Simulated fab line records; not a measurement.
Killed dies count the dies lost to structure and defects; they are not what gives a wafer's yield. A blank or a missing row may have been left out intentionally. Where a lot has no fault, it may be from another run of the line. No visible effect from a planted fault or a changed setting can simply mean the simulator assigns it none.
Tool commonality check || flow gf180mcu || Sample size 12 lots and 42 wafers

## THE REASON FOR OPENING IT
2 of 12 lots carry a flag on the reading NSD_RS at GF_PSD_RS_MEAS_14. No-fault wafers: 46.11 ohm/sq, standard deviation 0.09.
Rule: flag the lot when none of its wafers has a number, or when each of its wafers that has one lies beyond 4 standard deviations from that mean. The other lots count as sound.

{"lot": "L802", "measured": "day 15 01:17", "on": "filmMetro-01", "NSD_RS (ohm/sq), wafer by wafer": "46.31 46.22 46.00", "flag": ""}
{"lot": "L803", "measured": "day 15 11:58", "on": "filmMetro-02", "NSD_RS (ohm/sq), wafer by wafer": "46.22 46.11 46.16", "flag": ""}
{"lot": "L804", "measured": "day 15 17:22", "on": "filmMetro-02", "NSD_RS (ohm/sq), wafer by wafer": "46.06 45.90 45.94", "flag": ""}
{"lot": "L810", "measured": "day 17 19:49", "on": "filmMetro-03", "NSD_RS (ohm/sq), wafer by wafer": "43.80 43.75 43.78 43.73 43.71 43.70", "flag": "FLAGGED"}
{"lot": "L812", "measured": "day 18 13:39", "on": "filmMetro-01", "NSD_RS (ohm/sq), wafer by wafer": "43.66 43.62 43.64 43.62 43.56 43.75", "flag": "FLAGGED"}
{"lot": "L815", "measured": "day 19 19:14", "on": "filmMetro-01", "NSD_RS (ohm/sq), wafer by wafer": "46.01 46.07 46.11", "flag": ""}
{"lot": "L816", "measured": "day 19 23:29", "on": "filmMetro-02", "NSD_RS (ohm/sq), wafer by wafer": "45.97 45.99 46.08", "flag": ""}
{"lot": "L818", "measured": "day 20 14:46", "on": "filmMetro-02", "NSD_RS (ohm/sq), wafer by wafer": "46.02 45.99 46.00", "flag": ""}
{"lot": "L819", "measured": "day 20 22:10", "on": "filmMetro-02", "NSD_RS (ohm/sq), wafer by wafer": "46.22 45.99 46.03", "flag": ""}
{"lot": "L821", "measured": "day 21 09:35", "on": "filmMetro-03", "NSD_RS (ohm/sq), wafer by wafer": "46.08 46.07 46.12", "flag": ""}
{"lot": "L822", "measured": "day 21 17:47", "on": "filmMetro-03", "NSD_RS (ohm/sq), wafer by wafer": "46.11 45.91 45.99", "flag": ""}
{"lot": "L823", "measured": "day 22 05:34", "on": "filmMetro-03", "NSD_RS (ohm/sq), wafer by wafer": "46.04 46.05 46.01", "flag": ""}
The mean of the flagged lots' numbers is 43.69 ohm/sq, -2.42 ohm/sq from the usual (-27 standard deviations).

## WHICH TOOL EACH LOT WENT THROUGH
Before the reading, the record contains 3 process steps out of a 602-step route. Every cell lists first the tool, next ch and the chambers used by the sampled wafers, and last the start.
{"lot": "L802", "flag": "", "GF_VT_IMPLANT_RTA_45": "rtpAnneal-02 ch 0, day 8 05:44", "GF_HV_LDD_STRIP_10": "plasmaAsher-04 ch 0,1, day 10 18:50", "GF_PSD_RTA_13": "rtpAnneal-01 ch 0, day 15 01:12"}
{"lot": "L803", "flag": "", "GF_VT_IMPLANT_RTA_45": "rtpAnneal-02 ch 0, day 8 09:40", "GF_HV_LDD_STRIP_10": "plasmaAsher-03 ch 0,1, day 11 03:01", "GF_PSD_RTA_13": "rtpAnneal-02 ch 0, day 15 11:53"}
{"lot": "L804", "flag": "", "GF_VT_IMPLANT_RTA_45": "rtpAnneal-01 ch 0, day 8 17:07", "GF_HV_LDD_STRIP_10": "plasmaAsher-04 ch 0,1, day 11 08:34", "GF_PSD_RTA_13": "rtpAnneal-01 ch 0, day 15 17:17"}
{"lot": "L810", "flag": "FLAGGED", "GF_VT_IMPLANT_RTA_45": "rtpAnneal-01 ch 0, day 10 07:16", "GF_HV_LDD_STRIP_10": "plasmaAsher-04 ch 0,1, day 13 02:14", "GF_PSD_RTA_13": "rtpAnneal-01 ch 0, day 17 19:44"}
{"lot": "L812", "flag": "FLAGGED", "GF_VT_IMPLANT_RTA_45": "rtpAnneal-01 ch 0, day 11 00:43", "GF_HV_LDD_STRIP_10": "plasmaAsher-04 ch 0,1, day 13 17:44", "GF_PSD_RTA_13": "rtpAnneal-01 ch 0, day 18 13:34"}
{"lot": "L815", "flag": "", "GF_VT_IMPLANT_RTA_45": "rtpAnneal-01 ch 0, day 12 01:31", "GF_HV_LDD_STRIP_10": "plasmaAsher-03 ch 0,1, day 14 20:01", "GF_PSD_RTA_13": "rtpAnneal-02 ch 0, day 19 19:09"}
{"lot": "L816", "flag": "", "GF_VT_IMPLANT_RTA_45": "rtpAnneal-02 ch 0, day 12 01:37", "GF_HV_LDD_STRIP_10": "plasmaAsher-04 ch 0,1, day 14 23:02", "GF_PSD_RTA_13": "rtpAnneal-02 ch 0, day 19 23:09"}
{"lot": "L818", "flag": "", "GF_VT_IMPLANT_RTA_45": "rtpAnneal-01 ch 0, day 12 16:29", "GF_HV_LDD_STRIP_10": "plasmaAsher-01 ch 0,1, day 15 15:04", "GF_PSD_RTA_13": "rtpAnneal-01 ch 0, day 20 14:40"}
{"lot": "L819", "flag": "", "GF_VT_IMPLANT_RTA_45": "rtpAnneal-01 ch 0, day 12 22:07", "GF_HV_LDD_STRIP_10": "plasmaAsher-01 ch 0,1, day 15 18:52", "GF_PSD_RTA_13": "rtpAnneal-01 ch 0, day 20 22:05"}
{"lot": "L821", "flag": "", "GF_VT_IMPLANT_RTA_45": "rtpAnneal-01 ch 0, day 13 07:25", "GF_HV_LDD_STRIP_10": "plasmaAsher-03 ch 0,1, day 16 06:16", "GF_PSD_RTA_13": "rtpAnneal-01 ch 0, day 21 09:29"}
{"lot": "L822", "flag": "", "GF_VT_IMPLANT_RTA_45": "rtpAnneal-01 ch 0, day 13 14:29", "GF_HV_LDD_STRIP_10": "plasmaAsher-04 ch 0,1, day 16 14:34", "GF_PSD_RTA_13": "rtpAnneal-02 ch 0, day 21 17:41"}
{"lot": "L823", "flag": "", "GF_VT_IMPLANT_RTA_45": "rtpAnneal-02 ch 0, day 13 22:32", "GF_HV_LDD_STRIP_10": "plasmaAsher-04 ch 0,1, day 17 01:19", "GF_PSD_RTA_13": "rtpAnneal-01 ch 0, day 22 05:29"}
What the steps here do:
- GF_VT_IMPLANT_RTA_45: time 30 s.
- GF_HV_LDD_STRIP_10: strips in O2/N2.
- GF_PSD_RTA_13: time 20 s.
- GF_PSD_RS_MEAS_14: measures by four-point-probe.

## FLAGGED OVER TOTAL, TOOL BY TOOL (the gauges that took the reading come last)
{"step": "GF_VT_IMPLANT_RTA_45", "tool": "rtpAnneal-01", "lots run": 8, "flagged": 2, "share of the flagged lots": "all", "sound lots run after its first flagged lot": "5 (L815,L818,L819,L821,L822)"}
{"step": "GF_VT_IMPLANT_RTA_45", "tool": "rtpAnneal-02", "lots run": 4, "flagged": 0, "share of the flagged lots": "none", "sound lots run after its first flagged lot": "-"}
{"step": "GF_HV_LDD_STRIP_10", "tool": "plasmaAsher-01", "lots run": 2, "flagged": 0, "share of the flagged lots": "none", "sound lots run after its first flagged lot": "-"}
{"step": "GF_HV_LDD_STRIP_10", "tool": "plasmaAsher-03", "lots run": 3, "flagged": 0, "share of the flagged lots": "none", "sound lots run after its first flagged lot": "-"}
{"step": "GF_HV_LDD_STRIP_10", "tool": "plasmaAsher-04", "lots run": 7, "flagged": 2, "share of the flagged lots": "all", "sound lots run after its first flagged lot": "3 (L816,L822,L823)"}
{"step": "GF_PSD_RTA_13", "tool": "rtpAnneal-01", "lots run": 8, "flagged": 2, "share of the flagged lots": "all", "sound lots run after its first flagged lot": "4 (L818,L819,L821,L823)"}
{"step": "GF_PSD_RTA_13", "tool": "rtpAnneal-02", "lots run": 4, "flagged": 0, "share of the flagged lots": "none", "sound lots run after its first flagged lot": "-"}
{"step": "GF_PSD_RS_MEAS_14", "tool": "filmMetro-01", "lots run": 3, "flagged": 1, "share of the flagged lots": "some", "sound lots run after its first flagged lot": "1 (L815)"}
{"step": "GF_PSD_RS_MEAS_14", "tool": "filmMetro-02", "lots run": 5, "flagged": 0, "share of the flagged lots": "none", "sound lots run after its first flagged lot": "-"}
{"step": "GF_PSD_RS_MEAS_14", "tool": "filmMetro-03", "lots run": 4, "flagged": 1, "share of the flagged lots": "some", "sound lots run after its first flagged lot": "3 (L821,L822,L823)"}

## WHAT THE TABLE ALLOWS
rtpAnneal-01 at GF_VT_IMPLANT_RTA_45, plasmaAsher-04 at GF_HV_LDD_STRIP_10 and rtpAnneal-01 at GF_PSD_RTA_13: these 3 rows of the table ran every flagged lot.
- rtpAnneal-01 at GF_VT_IMPLANT_RTA_45 ran 8 lots, 2 of them flagged. Sound lots ran on it after the first flagged one (L815, L818, L819, L821, L822), which a lasting fault on the whole tool wouldn't allow.
- plasmaAsher-04 at GF_HV_LDD_STRIP_10 ran 7 lots, 2 of them flagged. Sound lots ran on it after the first flagged one (L816, L822, L823), which a lasting fault on the whole tool wouldn't allow.
- rtpAnneal-01 at GF_PSD_RTA_13 ran 8 lots, 2 of them flagged. Sound lots ran on it after the first flagged one (L818, L819, L821, L823), which a lasting fault on the whole tool wouldn't allow.
None of the table's rows ran every flagged lot and, after the first, no sound lot.

## WHAT THE SIMULATOR HAD INSERTED
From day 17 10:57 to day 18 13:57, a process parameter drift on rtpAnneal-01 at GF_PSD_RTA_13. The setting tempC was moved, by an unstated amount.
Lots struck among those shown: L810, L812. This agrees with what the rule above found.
